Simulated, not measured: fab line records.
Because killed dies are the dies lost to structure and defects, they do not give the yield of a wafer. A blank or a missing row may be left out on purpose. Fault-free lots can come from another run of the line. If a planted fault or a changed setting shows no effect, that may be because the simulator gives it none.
The tool behind it: which one? / flow sky130 / route of 708 steps, sampled at 1 step: 14 lots, 42 wafers

WHAT THE GAUGES SHOWED, per wafer
Not one reading of a measure or inspect step in the record can be checked against a usual standard deviation.

WHAT TOOL EACH LOT RAN ON (gives the tool, then ch and the chambers of the sampled wafers, and finally the start)
lot=L984; SKY_LDD_N_IMPLANT_14=implanter-03 ch 0, day 17 04:46
lot=L985; SKY_LDD_N_IMPLANT_14=implanter-03 ch 0, day 17 13:07
lot=L986; SKY_LDD_N_IMPLANT_14=implanter-01 ch 0, day 18 04:45
lot=L987; SKY_LDD_N_IMPLANT_14=implanter-04 ch 0, day 18 13:03
lot=L988; SKY_LDD_N_IMPLANT_14=implanter-03 ch 0, day 18 22:53
lot=L989; SKY_LDD_N_IMPLANT_14=implanter-04 ch 0, day 19 05:08
lot=L992; SKY_LDD_N_IMPLANT_14=implanter-03 ch 0, day 20 15:11
lot=L994; SKY_LDD_N_IMPLANT_14=implanter-01 ch 0, day 22 06:45
lot=L996; SKY_LDD_N_IMPLANT_14=implanter-01 ch 0, day 22 13:36
lot=L100; SKY_LDD_N_IMPLANT_14=implanter-04 ch 0, day 23 22:32
lot=L101; SKY_LDD_N_IMPLANT_14=implanter-01 ch 0, day 24 06:46
lot=L103; SKY_LDD_N_IMPLANT_14=implanter-03 ch 0, day 24 17:26
lot=L106; SKY_LDD_N_IMPLANT_14=implanter-01 ch 0, day 25 16:16
lot=L107; SKY_LDD_N_IMPLANT_14=implanter-04 ch 0, day 25 19:17
- SKY_LDD_N_IMPLANT_14

WHAT THE TOOLS THEMSELVES READ (means of the sampled wafers that have a number; where no wafer has one, the mark that the record gives instead)
SKY_LDD_N_IMPLANT_14.
lot=L984 tool=implanter-03 beamEnergyKeV=50.016 doseIonsCm2=4.994e+12 faradayCurrentUA=28.9
lot=L985 tool=implanter-03 beamEnergyKeV=50.024 doseIonsCm2=4.994e+12 faradayCurrentUA=28.3
lot=L986 tool=implanter-01 beamEnergyKeV=50.016 doseIonsCm2=4.997e+12 faradayCurrentUA=27.7
lot=L987 tool=implanter-04 beamEnergyKeV=49.990 doseIonsCm2=5.000e+12 faradayCurrentUA=28.5
lot=L988 tool=implanter-03 beamEnergyKeV=50.003 doseIonsCm2=5.003e+12 faradayCurrentUA=28.6
lot=L989 tool=implanter-04 beamEnergyKeV=49.996 doseIonsCm2=5.004e+12 faradayCurrentUA=28.3
lot=L992 tool=implanter-03 beamEnergyKeV=50.007 doseIonsCm2=4.998e+12 faradayCurrentUA=28.5
lot=L994 tool=implanter-01 beamEnergyKeV=49.988 doseIonsCm2=5.004e+12 faradayCurrentUA=28.2
lot=L996 tool=implanter-01 beamEnergyKeV=50.012 doseIonsCm2=5.003e+12 faradayCurrentUA=27.7
lot=L100 tool=implanter-04 beamEnergyKeV=50.009 doseIonsCm2=4.997e+12 faradayCurrentUA=28.3
lot=L101 tool=implanter-01 beamEnergyKeV=50.009 doseIonsCm2=4.802e+12 faradayCurrentUA=27.6
lot=L103 tool=implanter-03 beamEnergyKeV=50.007 doseIonsCm2=5.002e+12 faradayCurrentUA=28.4
lot=L106 tool=implanter-01 beamEnergyKeV=49.982 doseIonsCm2=4.804e+12 faradayCurrentUA=27.1
lot=L107 tool=implanter-04 beamEnergyKeV=50.004 doseIonsCm2=5.003e+12 faradayCurrentUA=28.0

THE ANSWER, worked out from the rows above alone
Rule: the usual values come from the lots themselves. The widest of any qualifying gaps counts: lots, ordered by their means at a reading, are off when they make up no more than a third of the lots, leave a main group of 4 or more, and stand apart from it by 3 or more times the standard deviation of that group's means. If all means in a main group match to the digits the tables above print for the reading, that group is not used. Also off: a lot with no number at a reading for which 4 or more lots have one. All remaining lots with rows at the step are treated as sound. The gauges are gone through in route order, then the tools' own readings, and for those a lot's mean is taken as printed above. At the first step where some lot is off, the reading lying furthest off is the one used; lots without a number count as furthest.
Off: L101, L106, at SKY_LDD_N_IMPLANT_14 (doseIonsCm2). Main group: mean 5.000e+12, sd 3.6e+09.
A tool fits if, at that step or a process step before it, it ran every lot that is off, and no sound lot after the first of them. One fits: SKY_LDD_N_IMPLANT_14 on implanter-01. A fault onset in the window from L996 (day 22 13:36, its last sound lot) to L101 (day 24 06:46, its first lot off) fits.
On the lots that are off, the tool's own readings at SKY_LDD_N_IMPLANT_14 differ by more than 5 times the standard deviation of the sound lots' means, which bears it out; doseIonsCm2 reads 4.803e+12 there versus 5.000e+12 on the sound lots.

WHAT THE SIMULATOR HAD PUT IN
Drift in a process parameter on implanter-01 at SKY_LDD_N_IMPLANT_14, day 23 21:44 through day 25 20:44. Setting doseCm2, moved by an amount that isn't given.
Lots struck among those shown: L101, L106. Same finding as the rule above.
